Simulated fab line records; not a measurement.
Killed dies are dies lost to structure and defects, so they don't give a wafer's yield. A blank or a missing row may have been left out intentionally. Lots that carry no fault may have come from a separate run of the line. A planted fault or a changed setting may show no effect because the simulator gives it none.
Chamber matching | flow sfqLine | pecvd-03 running SFQ_TRILAYER_I4_DEP_PECVD_099: 3 sister chambers
The step deposits SiO2 from SiH4/N2O, time 111.11 s, target thk 500 nm. 6 wafers are shown with their chamber, then 9 later ones without.

## WAFERS, EACH WITH ITS CHAMBER
wafer  | chamber | throttleValvePct (%) | heaterPowerW (W)
L808.3 | 0       | 22.1                 | 70
L811.4 | 2       | 25.9                 | 65
L811.6 | 1       | 24.2                 | 86
L813.1 | 1       | 24.1                 | 82
L813.3 | 0       | 22.7                 | 79
L813.4 | 2       | 25.9                 | 72

## WAFERS WITH NO CHAMBER GIVEN
wafer  | throttleValvePct (%) | heaterPowerW (W)
L814.1 | 25.9                 | 57
L814.2 | 22.4                 | 81
L814.4 | 22.2                 | 67
L815.2 | 26.0                 | 64
L815.4 | 24.2                 | 89
L815.6 | 22.2                 | 77
L817.1 | 22.5                 | 78
L817.4 | 22.2                 | 82
L817.5 | 26.0                 | 57

## WHICH CHAMBER EACH ONE RAN IN
wafer  | from the rows above | in truth
L814.1 | 2                   | 2
L814.2 | 0                   | 0
L814.4 | 0                   | 0
L815.2 | 2                   | 2
L815.4 | 1                   | 1
L815.6 | 0                   | 0
L817.1 | 0                   | 0
L817.4 | 0                   | 0
L817.5 | 2                   | 2
9 of 9 placed correctly. Number that these rows cannot place: 0. Number placed wrongly: 0.
How it was worked out, from the rows above alone: a wafer's distance from a chamber is the root of the sum, over the readings, of the square of ((its reading less the chamber's mean) divided by the reading's scatter). If the next closest chamber is less than 2 further off than the closest, the wafer can't be placed; otherwise it belongs to the closest. A chamber's mean is the mean of its shown wafers. The scatter: the root of (the sum of the squares of (reading less its chamber's mean) over the shown wafers, divided by (wafers less chambers)).
